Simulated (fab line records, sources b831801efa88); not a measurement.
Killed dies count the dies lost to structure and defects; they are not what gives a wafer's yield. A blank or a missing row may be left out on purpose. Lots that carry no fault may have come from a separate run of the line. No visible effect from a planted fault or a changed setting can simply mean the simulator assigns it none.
fab line records	flow sky130
[record] lots = 13	wafers = 39	lastDay = 50
route steps=708 shown METAL1@439 VIA1@461 PAD_OPEN@708
lots with no fault: from the same line, run without faults
startH: hours from the record's opening day to when the first of the lot's shown wafers began	waitH: hours elapsed since this lot's preceding step	" as in the row above	L1.1+2: a row that stands for several wafers	- either no value or no given start	* or withheld: withheld	< > ~ a bound
route shown NAME@n: a module of which the file shows steps, and the number in the route of the first	usual: mean/standard deviation taken from wafers without a fault	same: alike in all rows	chamber/n: place in a boat	sites: each site's reading	_std_site: standard deviation across them	_edge_site: outer sites' mean less inner sites'	radiusMm: for every site, how far away it sits from the centre of the wafer	mask NAME#n: copy n	behind: the last tool/chamber to shape the wafer	hold: why the lot went on hold/how many hours it stayed there/how the hold came to an end	device: whichever transistor did not switch (one of n, p or np)	end of line: the route-end tests of the same wafers	a step with no rows: only its recipe	killed: at the first sort, the dies lost to defects and structure; wafer yield is something else	map: dies across one wafer; x = killed, . = not, _ = none there
set.NAME: the run value of the setting; set.NAME@STEP: its run value at that earlier step	model.NAME: the simulator's own value behind a step, which no gauge read
the route's steps for a sample of lots (tables are steps, rows are wafers)
services: a tool's chamber out of use, with start hour (startH, from the record's first day; less than 0 if before it), hours out, and reason
[[steps]]
[step SKY_METAL1_RS_MEAS_05]
[recipe] thkMeasGauge = four-point-probe	reads = TiN_of_METAL1_SPUTTER_04+Ti_of_METAL1_SPUTTER_03+AlCu_of_METAL1_SPUTTER_02+TiN_of_METAL1_SPUTTER_01+Ti_of_METAL1_SPUTTER_00
[usual] METAL1_ALCU_RS = 0.1258/0.0015
lot.wafer	tool	chamber	startH	waitH	METAL1_ALCU_RS[ohm/sq]
L243.1	filmMetro-03	-	735.08	0.0	0.1245
L243.2	"	-	"	"	0.1251
L243.4	"	-	"	"	0.1259
L244.2	filmMetro-03	-	740.82	0.0	0.1261
L244.4	"	-	"	"	0.1252
L244.5	"	-	"	"	0.1250
L245.1	filmMetro-01	-	742.86	0.0	0.1272
L245.3	"	-	"	"	0.1254
L245.5	"	-	"	"	0.1270
L246.2	filmMetro-03	-	753.08	0.0	0.1255
L246.4	"	-	"	"	0.1252
L246.5	"	-	"	"	0.1251
L250.2	filmMetro-02	-	794.57	0.0	0.1248
L250.4	"	-	"	"	0.1256
L250.5	"	-	"	"	0.1256
L251.2	filmMetro-02	-	814.78	0.0	0.1255
L251.4	"	-	"	"	0.1266
L251.5	"	-	"	"	0.1260
L254.1	filmMetro-01	-	823.47	0.0	0.1275
L254.3	"	-	"	"	0.1289
L254.4	"	-	"	"	0.1274
L253.3	filmMetro-02	-	825.97	0.1	0.1265
L253.5	"	-	"	"	0.1263
L253.6	"	-	"	"	0.1296
L261.1	filmMetro-02	-	873.75	0.0	0.1249
L261.3	"	-	"	"	0.1265
L261.5	"	-	"	"	0.1265
L262.1	filmMetro-01	-	878.25	0.0	0.1243
L262.5	"	-	"	"	0.1261
L262.6	"	-	"	"	0.1237
L263.1	filmMetro-01	-	885.02	0.0	0.1235
L263.3	"	-	"	"	0.1253
L263.4	"	-	"	"	0.1227
L264.2	filmMetro-02	-	886.09	0.1	0.1259
L264.4	"	-	"	"	0.1253
L264.5	"	-	"	"	0.1251
L266.3	filmMetro-02	-	909.05	0.1	0.1287
L266.5	"	-	"	"	0.1260
L266.6	"	-	"	"	0.1269
[step SKY_VIA1_BOW_MEAS_03]
[recipe] mode = bow
[usual] VIA1_BOW = 81/6.8
lot.wafer	tool	chamber	startH	waitH	VIA1_BOW[um]
L243.1	filmMetro-03	-	763.85	0.2	97
L243.2	"	-	"	"	67
L243.4	"	-	"	"	90
L244.2	filmMetro-04	-	768.97	0.2	71
L244.4	"	-	"	"	80
L244.5	"	-	"	"	83
L245.1	filmMetro-01	-	771.37	0.1	78
L245.3	"	-	"	"	68
L245.5	"	-	"	"	80
L246.2	filmMetro-04	-	781.23	0.2	71
L246.4	"	-	"	"	84
L246.5	"	-	"	"	78
L250.2	filmMetro-01	-	821.81	0.2	77
L250.4	"	-	"	"	93
L250.5	"	-	"	"	91
L251.2	filmMetro-04	-	842.62	0.3	73
L251.4	"	-	"	"	70
L251.5	"	-	"	"	78
L254.1	filmMetro-03	-	850.96	0.2	77
L254.3	"	-	"	"	78
L254.4	"	-	"	"	79
L253.3	filmMetro-01	-	853.15	0.2	83
L253.5	"	-	"	"	69
L253.6	"	-	"	"	87
L261.1	filmMetro-03	-	900.29	0.1	83
L261.3	"	-	"	"	89
L261.5	"	-	"	"	89
L262.1	filmMetro-04	-	904.76	0.1	75
L262.5	"	-	"	"	77
L262.6	"	-	"	"	75
L263.1	filmMetro-01	-	911.75	0.1	74
L263.3	"	-	"	"	79
L263.4	"	-	"	"	72
L264.2	filmMetro-01	-	912.89	0.2	90
L264.4	"	-	"	"	82
L264.5	"	-	"	"	78
L266.3	filmMetro-01	-	935.95	0.2	92
L266.5	"	-	"	"	82
L266.6	"	-	"	"	82
[step SKY_VIA1_CD_MEAS_12]
[recipe] targetCdNm = 150
[usual] cdNm = 149.7/1.5
lot.wafer	tool	chamber	startH	waitH	cdNm
L243.1	cdSem-02	-	790.43	-	150.5
L243.2	"	-	"	"	149.1
L243.4	"	-	"	"	150.9
L244.2	cdSem-01	-	796.27	-	150.0
L244.4	"	-	"	"	149.4
L244.5	"	-	"	"	148.9
L245.1	cdSem-02	-	797.98	-	150.0
L245.3	"	-	"	"	150.2
L245.5	"	-	"	"	149.4
L246.2	cdSem-01	-	809.80	-	148.1
L246.4	"	-	"	"	148.3
L246.5	"	-	"	"	149.5
L250.2	cdSem-01	-	847.75	-	151.4
L250.4	"	-	"	"	152.3
L250.5	"	-	"	"	152.2
L251.2	cdSem-02	-	869.00	-	149.5
L251.4	"	-	"	"	148.9
L251.5	"	-	"	"	149.6
L254.1	cdSem-01	-	876.41	-	147.9
L254.3	"	-	"	"	148.3
L254.4	"	-	"	"	148.8
L253.3	cdSem-01	-	878.94	-	149.4
L253.5	"	-	"	"	150.4
L253.6	"	-	"	"	148.8
L261.1	cdSem-02	-	925.03	-	148.1
L261.3	"	-	"	"	148.7
L261.5	"	-	"	"	147.9
L262.1	cdSem-02	-	929.65	-	149.0
L262.5	"	-	"	"	149.0
L262.6	"	-	"	"	150.1
L263.1	cdSem-01	-	935.80	-	149.8
L263.3	"	-	"	"	147.8
L263.4	"	-	"	"	150.2
L264.2	cdSem-02	-	935.83	-	149.4
L264.4	"	-	"	"	150.2
L264.5	"	-	"	"	149.3
L266.3	cdSem-01	-	960.67	-	147.8
L266.5	"	-	"	"	147.7
L266.6	"	-	"	"	147.2
[step SKY_VIA1_ETCH_15]
[recipe] target = SiO2	chemistry = C4F8/O2/Ar	targetDepthNm = 351	stopOn = TiN	maskMaterial = KrF-thick	sourceW = 1500	biasW = 1200	pressureMtorr = 40	c4f8FlowSccm = withheld	O2_flow_sccm = 6	Ar_flow_sccm = 300	timeS = 54
[usual] oesProductAu = 0.981/0.0058	runLengthS = 82.1/0.47
lot.wafer	tool	chamber	startH	waitH	oesProductAu	rfHoursCounterH	runLengthS
L243.1	rieDiel-03	1	790.63	0.0	0.978	4	81.5
L243.2	"	3	"	"	0.982	1	81.9
L243.4	"	1	"	"	0.974	-	81.5
L244.2	rieDiel-04	3	796.45	0.0	0.970	15	82.1
L244.4	"	1	"	"	0.978	5	82.0
L244.5	"	3	"	"	0.966	-	81.9
L245.1	rieDiel-03	1	798.18	0.0	0.971	4	81.7
L245.3	"	3	"	"	0.983	1	81.2
L245.5	"	3	"	"	0.997	-	81.2
L246.2	rieDiel-03	0	809.97	0.0	0.985	7	82.7
L246.4	"	2	"	"	0.983	13	82.9
L246.5	"	1	"	"	0.977	-	81.4
L250.2	rieDiel-04	2	847.93	0.0	0.978	16	81.9
L250.4	"	0	"	"	0.979	7	82.0
L250.5	"	1	"	"	0.977	-	81.7
L251.2	rieDiel-04	0	869.18	0.0	0.983	7	81.8
L251.4	"	0	"	"	0.978	-	82.4
L251.5	"	2	"	"	0.974	-	81.9
L254.1	rieDiel-03	2	876.60	0.0	0.972	15	82.5
L254.3	"	1	"	"	0.984	6	81.4
L254.4	"	0	"	"	0.986	10	83.0
L253.3	rieDiel-04	2	879.10	0.0	0.984	16	82.0
L253.5	"	1	"	"	0.986	-	82.1
L253.6	"	2	"	"	0.983	-	81.8
L261.1	rieDiel-03	3	925.23	0.0	0.999	5	78.2
L261.3	"	0	"	"	0.979	11	82.9
L261.5	"	2	"	"	0.991	-	82.4
L262.1	rieDiel-03	3	929.85	0.0	0.995	5	78.1
L262.5	"	2	"	"	0.984	-	82.2
L262.6	"	1	"	"	0.980	-	81.8
L263.1	rieDiel-02	0	936.00	0.0	0.980	20	82.1
L263.3	"	2	"	"	0.981	5	81.9
L263.4	"	3	"	"	0.970	24	82.6
L264.2	rieDiel-04	3	936.01	0.0	0.982	17	82.0
L264.4	"	1	"	"	0.986	8	81.9
L264.5	"	3	"	"	0.981	-	81.9
L266.3	rieDiel-02	0	960.83	0.0	0.978	21	82.1
L266.5	"	0	"	"	0.981	-	82.6
L266.6	"	1	"	"	0.970	-	82.6
[step SKY_PAD_OPEN_PROBE_99]
[usual] defectLimitedYield = 82.5/1.8	killed_at_M0_to_M3 = 43/6.5	killed_at_M4_up = 3.1/1.8	killedAtContacts = 24/4.8	killedAtFrontEnd = 15/4.7	killedAtOther = 0.3/0.58	killedDies = 86/8.6	killedOpen = 47/6.7	killedShort = 39/6.1
[same] grossDies = 492	killedAtBackSide = 0
lot.wafer	tool	chamber	startH	waitH	defectLimitedYield[%]	killed_at_M0_to_M3	killed_at_M4_up	killedAtContacts	killedAtFrontEnd	killedAtOther	killedDies	killedOpen	killedShort
L243.1	prober-01	-	1074.86	0.6	79.7	50	4	35	11	0	100	55	45
L243.2	prober-01	-	1074.91	0.6	82.5	46	2	23	15	0	86	50	36
L243.4	prober-01	-	1075.01	0.7	84.3	42	1	28	4	2	77	44	33
L244.2	prober-01	-	1075.75	0.1	82.3	41	4	26	15	1	87	49	38
L244.4	prober-01	-	1075.85	0.2	85.4	31	4	23	14	0	72	34	38
L244.5	prober-01	-	1075.90	0.2	79.1	48	2	34	17	2	103	58	45
L245.1	prober-01	-	1078.40	0.1	83.3	40	3	24	15	0	82	56	26
L245.3	prober-01	-	1078.50	0.2	81.1	47	4	18	24	0	93	59	34
L245.5	prober-01	-	1078.60	0.2	85.8	38	2	20	9	1	70	36	34
L246.2	prober-02	-	1085.94	0.1	79.7	48	4	27	21	0	100	62	38
L246.4	prober-02	-	1086.04	0.2	80.1	46	5	31	16	0	98	55	43
L246.5	prober-02	-	1086.09	0.2	79.7	46	1	29	24	0	100	59	41
L250.2	prober-02	-	1117.09	0.1	83.1	41	3	23	16	0	83	48	35
L250.4	prober-02	-	1117.19	0.2	79.9	47	5	23	24	0	99	55	44
L250.5	prober-02	-	1117.24	0.2	85.2	42	4	15	12	0	73	37	36
L251.2	prober-02	-	1135.01	0.1	83.1	40	3	26	13	1	83	51	32
L251.4	prober-02	-	1135.11	0.2	79.1	52	3	36	12	0	103	62	41
L251.5	prober-02	-	1135.16	0.2	81.3	51	3	23	15	0	92	45	47
L254.1	prober-01	-	1137.43	0.1	82.3	50	1	23	13	0	87	35	52
L254.3	prober-01	-	1137.53	0.2	80.1	52	4	26	16	0	98	50	48
L254.4	prober-01	-	1137.58	0.2	84.3	36	4	17	19	1	77	46	31
L253.3	prober-01	-	1141.13	0.2	81.7	38	4	28	20	0	90	49	41
L253.5	prober-01	-	1141.23	0.2	82.7	47	4	18	16	0	85	43	42
L253.6	prober-01	-	1141.28	0.2	82.5	43	2	28	13	0	86	45	41
L261.1	prober-02	-	1177.00	0.1	82.9	30	3	30	21	0	84	47	37
L261.3	prober-02	-	1177.10	0.2	82.9	39	2	30	13	0	84	53	31
L261.5	prober-02	-	1177.20	0.2	85.2	34	3	16	20	0	73	48	25
L262.1	prober-01	-	1177.89	0.1	83.7	38	1	27	14	0	80	39	41
L262.5	prober-01	-	1178.09	0.2	83.1	35	3	27	18	0	83	47	36
L262.6	prober-01	-	1178.14	0.2	84.1	34	3	25	16	0	78	47	31
L263.1	prober-02	-	1183.72	0.1	82.9	44	7	22	11	0	84	47	37
L263.3	prober-02	-	1183.82	0.2	83.5	35	3	29	14	0	81	41	40
L263.4	prober-02	-	1183.87	0.2	84.1	34	7	24	13	0	78	41	37
L264.2	prober-01	-	1185.02	0.1	82.3	55	2	24	6	0	87	52	35
L264.4	prober-01	-	1185.12	0.2	84.3	44	2	17	14	0	77	43	34
L264.5	prober-01	-	1185.17	0.2	84.1	40	6	15	17	0	78	47	31
L266.3	prober-01	-	1200.29	0.2	85.0	38	4	19	13	0	74	45	29
L266.5	prober-01	-	1200.39	0.2	84.1	39	4	23	12	0	78	49	29
L266.6	prober-01	-	1200.44	0.2	83.5	46	3	19	13	0	81	41	40
// killed by level:class
L243.1 VIA1:geometricParticle:open=13 LI_CONTACT:geometricParticle:open=11 VIA2:geometricParticle:open=9 CONTACT:geometricParticle:open=9 CONTACT:geometricParticle:short=8 VIA1:geometricParticle:short=8 METAL1:geometricParticle:short=7 FIELD_ISO:geometricParticle:open=5
L243.2 VIA3:geometricParticle:open=12 CONTACT:geometricParticle:open=7 VIA1:geometricParticle:open=7 FIELD_ISO:geometricParticle:open=6 METAL1:geometricParticle:short=6 LI_CONTACT:geometricParticle:open=5 CONTACT:geometricParticle:short=5 VIA1:geometricParticle:short=4
L243.4 VIA1:geometricParticle:open=14 CONTACT:geometricParticle:open=9 CONTACT:geometricParticle:short=7 LI_CONTACT:geometricParticle:open=6 VIA2:geometricParticle:open=6 METAL1:geometricParticle:short=4 METAL2:geometricParticle:short=4 LI_CONTACT:geometricParticle:short=3
L244.2 CONTACT:geometricParticle:open=8 VIA1:geometricParticle:open=8 LI_CONTACT:geometricParticle:open=7 POLY_GATE:geometricParticle:open=5 LOCAL_INTERCONNECT:geometricParticle:short=5 VIA2:geometricParticle:open=4 POLY_GATE:geometricParticle:short=4 METAL2:geometricParticle:short=4
L244.4 VIA1:geometricParticle:open=10 METAL2:geometricParticle:short=7 LI_CONTACT:geometricParticle:open=7 LOCAL_INTERCONNECT:geometricParticle:short=5 CONTACT:geometricParticle:open=5 POLY_GATE:geometricParticle:short=4 CONTACT:geometricParticle:short=4 FIELD_ISO:geometricParticle:open=3
L244.5 VIA3:geometricParticle:open=15 VIA1:geometricParticle:open=11 LOCAL_INTERCONNECT:geometricParticle:short=9 LI_CONTACT:geometricParticle:open=8 CONTACT:geometricParticle:open=7 FIELD_ISO:geometricParticle:short=6 LI_CONTACT:geometricParticle:short=6 FIELD_ISO:geometricParticle:open=5
L245.1 VIA1:geometricParticle:open=10 LI_CONTACT:geometricParticle:open=9 VIA2:geometricParticle:open=9 CONTACT:geometricParticle:open=7 POLY_GATE:geometricParticle:open=6 VIA3:geometricParticle:open=6 FIELD_ISO:geometricParticle:open=3 METAL1:geometricParticle:short=3
L245.3 VIA1:geometricParticle:open=13 VIA3:geometricParticle:open=12 POLY_GATE:geometricParticle:open=8 FIELD_ISO:geometricParticle:open=7 LI_CONTACT:geometricParticle:open=7 METAL1:geometricParticle:short=6 POLY_GATE:geometricParticle:short=5 CONTACT:geometricParticle:open=5
L245.5 VIA1:geometricParticle:open=8 VIA1:geometricParticle:short=7 CONTACT:geometricParticle:open=6 METAL2:geometricParticle:short=5 VIA3:geometricParticle:open=5 POLY_GATE:geometricParticle:short=4 LI_CONTACT:geometricParticle:open=4 CONTACT:geometricParticle:short=4
L246.2 VIA1:geometricParticle:open=15 LI_CONTACT:geometricParticle:open=10 POLY_GATE:geometricParticle:open=8 VIA3:geometricParticle:open=7 CONTACT:geometricParticle:open=6 VIA2:geometricParticle:open=6 FIELD_ISO:geometricParticle:short=5 LOCAL_INTERCONNECT:geometricParticle:short=5
L246.4 CONTACT:geometricParticle:open=13 VIA3:geometricParticle:open=10 LI_CONTACT:geometricParticle:open=9 CONTACT:geometricParticle:short=7 POLY_GATE:geometricParticle:open=6 VIA1:geometricParticle:open=6 VIA2:geometricParticle:short=6 VIA1:geometricParticle:short=5
L246.5 CONTACT:geometricParticle:open=15 VIA1:geometricParticle:open=11 LI_CONTACT:geometricParticle:open=9 VIA1:geometricParticle:short=9 VIA3:geometricParticle:open=8 FIELD_ISO:geometricParticle:short=7 FIELD_ISO:geometricParticle:open=7 METAL2:geometricParticle:short=5
L250.2 LI_CONTACT:geometricParticle:open=11 VIA1:geometricParticle:open=8 VIA1:geometricParticle:short=6 VIA2:geometricParticle:short=5 CONTACT:geometricParticle:open=5 VIA2:geometricParticle:open=5 FIELD_ISO:geometricParticle:open=4 POLY_GATE:geometricParticle:open=3
L250.4 VIA1:geometricParticle:open=11 VIA3:geometricParticle:open=9 VIA2:geometricParticle:open=8 FIELD_ISO:geometricParticle:open=6 POLY_GATE:geometricParticle:short=6 LI_CONTACT:geometricParticle:open=6 LOCAL_INTERCONNECT:geometricParticle:short=6 FIELD_ISO:geometricParticle:short=5
L250.5 VIA1:geometricParticle:open=11 VIA2:geometricParticle:open=7 METAL1:geometricParticle:short=6 CONTACT:geometricParticle:open=6 POLY_GATE:geometricParticle:short=4 LI_CONTACT:geometricParticle:open=4 METAL2:geometricParticle:short=4 VIA3:geometricParticle:open=4
L251.2 CONTACT:geometricParticle:open=10 VIA1:geometricParticle:open=7 VIA2:geometricParticle:open=7 LI_CONTACT:geometricParticle:open=6 FIELD_ISO:geometricParticle:open=5 VIA3:geometricParticle:open=5 METAL2:geometricParticle:short=4 POLY_GATE:geometricParticle:open=3
L251.4 CONTACT:geometricParticle:open=15 VIA1:geometricParticle:open=12 VIA2:geometricParticle:open=11 LI_CONTACT:geometricParticle:open=8 VIA1:geometricParticle:short=6 LOCAL_INTERCONNECT:geometricParticle:short=5 CONTACT:geometricParticle:short=5 METAL2:geometricParticle:short=5
L251.5 METAL1:geometricParticle:short=10 METAL2:geometricParticle:short=10 CONTACT:geometricParticle:open=9 VIA3:geometricParticle:open=9 LOCAL_INTERCONNECT:geometricParticle:short=5 LI_CONTACT:geometricParticle:open=5 VIA1:geometricParticle:short=5 VIA2:geometricParticle:open=5
L254.1 VIA1:geometricParticle:open=11 CONTACT:geometricParticle:open=9 METAL2:geometricParticle:short=8 VIA1:geometricParticle:short=8 METAL3:geometricParticle:short=7 VIA3:geometricParticle:open=5 POLY_GATE:geometricParticle:short=4 SPACER:geometricParticle:short=4
L254.3 VIA1:geometricParticle:open=16 METAL2:geometricParticle:short=10 CONTACT:geometricParticle:open=9 LOCAL_INTERCONNECT:geometricParticle:short=7 FIELD_ISO:geometricParticle:short=4 LI_CONTACT:geometricParticle:open=4 METAL1:geometricParticle:short=4 VIA3:geometricParticle:open=4
L254.4 VIA1:geometricParticle:open=11 CONTACT:geometricParticle:open=10 POLY_GATE:geometricParticle:short=7 METAL2:geometricParticle:short=5 FIELD_ISO:geometricParticle:open=4 POLY_GATE:geometricParticle:open=4 METAL1:geometricParticle:short=4 VIA2:geometricParticle:open=4
L253.3 VIA1:geometricParticle:open=13 CONTACT:geometricParticle:open=7 LI_CONTACT:geometricParticle:open=7 CONTACT:geometricParticle:short=7 VIA2:geometricParticle:open=7 FIELD_ISO:geometricParticle:short=6 POLY_GATE:geometricParticle:short=6 VIA3:geometricParticle:open=5
L253.5 VIA3:geometricParticle:open=9 METAL1:geometricParticle:short=8 VIA1:geometricParticle:open=7 LI_CONTACT:geometricParticle:open=7 CONTACT:geometricParticle:open=7 VIA1:geometricParticle:short=6 METAL3:geometricParticle:short=5 POLY_GATE:geometricParticle:open=4
L253.6 LI_CONTACT:geometricParticle:open=9 CONTACT:geometricParticle:open=9 VIA1:geometricParticle:open=9 METAL1:geometricParticle:short=8 METAL2:geometricParticle:short=6 VIA2:geometricParticle:open=6 VIA3:geometricParticle:short=6 POLY_GATE:geometricParticle:open=5
L261.1 POLY_GATE:geometricParticle:open=11 LI_CONTACT:geometricParticle:open=9 VIA1:geometricParticle:open=9 LI_CONTACT:geometricParticle:short=8 CONTACT:geometricParticle:open=7 METAL1:geometricParticle:short=6 CONTACT:geometricParticle:short=4 VIA3:geometricParticle:open=4
L261.3 VIA1:geometricParticle:open=13 LI_CONTACT:geometricParticle:open=11 CONTACT:geometricParticle:open=10 POLY_GATE:geometricParticle:open=6 VIA2:geometricParticle:short=5 METAL2:geometricParticle:short=5 VIA1:geometricParticle:short=4 CONTACT:geometricParticle:short=4
L261.5 VIA1:geometricParticle:open=10 POLY_GATE:geometricParticle:open=8 LI_CONTACT:geometricParticle:open=7 VIA1:geometricParticle:short=7 FIELD_ISO:geometricParticle:short=6 CONTACT:geometricParticle:open=5 VIA3:geometricParticle:open=5 VIA2:geometricParticle:open=5
L262.1 CONTACT:geometricParticle:short=9 CONTACT:geometricParticle:open=8 METAL2:geometricParticle:short=8 METAL1:geometricParticle:short=7 VIA2:geometricParticle:open=7 LI_CONTACT:geometricParticle:open=6 VIA3:geometricParticle:open=5 FIELD_ISO:geometricParticle:open=3
L262.5 VIA1:geometricParticle:open=11 CONTACT:geometricParticle:open=9 CONTACT:geometricParticle:short=7 VIA3:geometricParticle:open=6 POLY_GATE:geometricParticle:short=6 LI_CONTACT:geometricParticle:open=6 METAL1:geometricParticle:short=5 VIA3:geometricParticle:short=4
L262.6 CONTACT:geometricParticle:open=10 VIA1:geometricParticle:open=10 CONTACT:geometricParticle:short=7 POLY_GATE:geometricParticle:short=6 VIA3:geometricParticle:open=5 FIELD_ISO:geometricParticle:open=4 LI_CONTACT:geometricParticle:open=4 VIA1:geometricParticle:short=4
L263.1 VIA3:geometricParticle:open=12 VIA1:geometricParticle:open=7 CONTACT:geometricParticle:open=7 METAL2:geometricParticle:short=7 METAL4:geometricParticle:short=6 LI_CONTACT:geometricParticle:open=5 CONTACT:geometricParticle:short=5 FIELD_ISO:geometricParticle:open=4
L263.3 LOCAL_INTERCONNECT:geometricParticle:short=8 CONTACT:geometricParticle:open=8 VIA1:geometricParticle:open=8 LI_CONTACT:geometricParticle:open=7 CONTACT:geometricParticle:short=6 VIA3:geometricParticle:short=4 FIELD_ISO:geometricParticle:short=4 METAL1:geometricParticle:short=4
L263.4 CONTACT:geometricParticle:open=10 LI_CONTACT:geometricParticle:open=6 METAL4:geometricParticle:short=6 METAL2:geometricParticle:short=6 VIA2:geometricParticle:open=5 CONTACT:geometricParticle:short=4 METAL1:geometricParticle:short=4 VIA1:geometricParticle:open=4
L264.2 VIA1:geometricParticle:open=20 LI_CONTACT:geometricParticle:open=9 CONTACT:geometricParticle:open=8 VIA1:geometricParticle:short=7 VIA3:geometricParticle:open=7 METAL3:geometricParticle:short=5 LI_CONTACT:geometricParticle:short=4 METAL2:geometricParticle:short=4
L264.4 VIA1:geometricParticle:open=11 METAL2:geometricParticle:short=7 CONTACT:geometricParticle:open=6 VIA3:geometricParticle:open=6 VIA2:geometricParticle:open=6 POLY_GATE:geometricParticle:short=5 POLY_GATE:geometricParticle:open=3 LI_CONTACT:geometricParticle:open=3
L264.5 VIA1:geometricParticle:open=10 VIA3:geometricParticle:open=8 VIA2:geometricParticle:open=7 FIELD_ISO:geometricParticle:open=6 LI_CONTACT:geometricParticle:open=6 FIELD_ISO:geometricParticle:short=4 VIA2:geometricParticle:short=4 METAL4:geometricParticle:short=4
L266.3 VIA1:geometricParticle:open=9 CONTACT:geometricParticle:short=6 CONTACT:geometricParticle:open=5 VIA2:geometricParticle:open=5 POLY_GATE:geometricParticle:open=4 METAL1:geometricParticle:short=4 VIA3:geometricParticle:open=4 VIA2:geometricParticle:short=3
L266.5 VIA1:geometricParticle:open=12 CONTACT:geometricParticle:open=10 METAL2:geometricParticle:short=8 FIELD_ISO:geometricParticle:open=5 LI_CONTACT:geometricParticle:open=5 VIA1:geometricParticle:short=5 VIA3:geometricParticle:open=5 VIA2:geometricParticle:short=4
L266.6 VIA1:geometricParticle:open=12 VIA2:geometricParticle:short=6 VIA1:geometricParticle:short=6 LI_CONTACT:geometricParticle:open=6 LOCAL_INTERCONNECT:geometricParticle:short=5 METAL2:geometricParticle:short=5 VIA3:geometricParticle:open=5 POLY_GATE:geometricParticle:short=4
[[services]]
tool	chamber	startH	hours	kind
rieDiel-03	-	768.83	0.3	repair
rieDiel-03	1	773.13	4.5	repair
rieDiel-03	0	789.49	15.7	repair
rieDiel-03	2	844.41	4.7	repair
rieDiel-03	3	853.12	3.4	repair
rieDiel-02	-	855.19	0.4	repair
rieDiel-04	3	866.94	5.2	repair
rieDiel-02	3	900.27	12.8	repair
rieDiel-04	-	919.36	14.6	pm
rieDiel-04	1	936.10	18.6	repair
rieDiel-04	3	940.46	3.5	repair
rieDiel-04	-	945.68	10.7	repair
rieDiel-02	3	950.20	2.3	repair
[[key]]
[firstSign] step = SKY_VIA1_ETCH_15	reading = runLengthS	direction = down	sigmas = 8.5	usual = *	struck = *
[effect] step = SKY_VIA1_ETCH_15	reading = oesProductAu	direction = up	sigmas = 2.7	usual = 0.981	struck = 0.997
metAt SKY_VIA1_ETCH_15
struckLots L261,L262
struckWafers L261.1,L262.1
notActingAt SKY_METAL1_RS_MEAS_05,SKY_VIA1_BOW_MEAS_03,SKY_VIA1_CD_MEAS_12
onsetBetween 798.18 925.23
[fault] kind = processParameterDrift	tool = rieDiel-03	chamber = 3	onsetH = 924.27	steps = SKY_VIA1_ETCH_15	channel = timeS	offset = *	shape = step	endH = 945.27	actsIn = *	stated = *
